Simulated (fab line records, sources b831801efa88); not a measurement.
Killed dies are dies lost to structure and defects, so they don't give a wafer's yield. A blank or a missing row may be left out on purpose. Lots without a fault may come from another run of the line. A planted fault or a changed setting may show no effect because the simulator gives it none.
Chamber matching | flow gf180mcu | GF_V4_CMP_04 on cmp-02: 4 sister chambers
The step polishes SiO2. 4 wafers are shown with their chamber, then 7 later ones without.

WAFERS WITH THEIR CHAMBER
wafer  | chamber | motor_current_A (A)
L776.2 | 0       | 14.5
L776.6 | 1       | 11.5
L782.4 | 3       | 13.1
L782.5 | 2       | 12.9

WAFERS WITHOUT THEIR CHAMBER
wafer  | motor_current_A (A)
L782.6 | 13.0
L783.2 | 11.7
L783.3 | 12.4
L783.4 | 14.8
L785.2 | 13.1
L785.3 | 13.7
L785.5 | 12.1

WHICH CHAMBER EACH WENT THROUGH
wafer  | from the rows above          | in truth
L782.6 | can't be placed: 2 or 3      | 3
L783.2 | 1                            | 1
L783.3 | can't be placed: 2 or 3 or 1 | 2
L783.4 | 0                            | 0
L785.2 | can't be placed: 3 or 2      | 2
L785.3 | can't be placed: 3 or 2 or 0 | 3
L785.5 | can't be placed: 1 or 2 or 3 | 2
Placed correctly: 2 of 7. Can't be placed from these rows: 5 (the true chamber is among the candidates in 5). Placed wrongly: 0.
How it was worked out, from the rows above alone: a wafer's distance from a chamber is the root of the sum, over the readings, of the square of ((its reading less the chamber's mean) divided by the reading's scatter). The wafer belongs to the nearest chamber; if the next one is less than 2 further off, it can't be placed. A chamber's mean is the mean of its shown wafers. The scatter: with one shown wafer a chamber, the root of the mean of the squares of how far each hidden wafer lies from its nearest shown one.
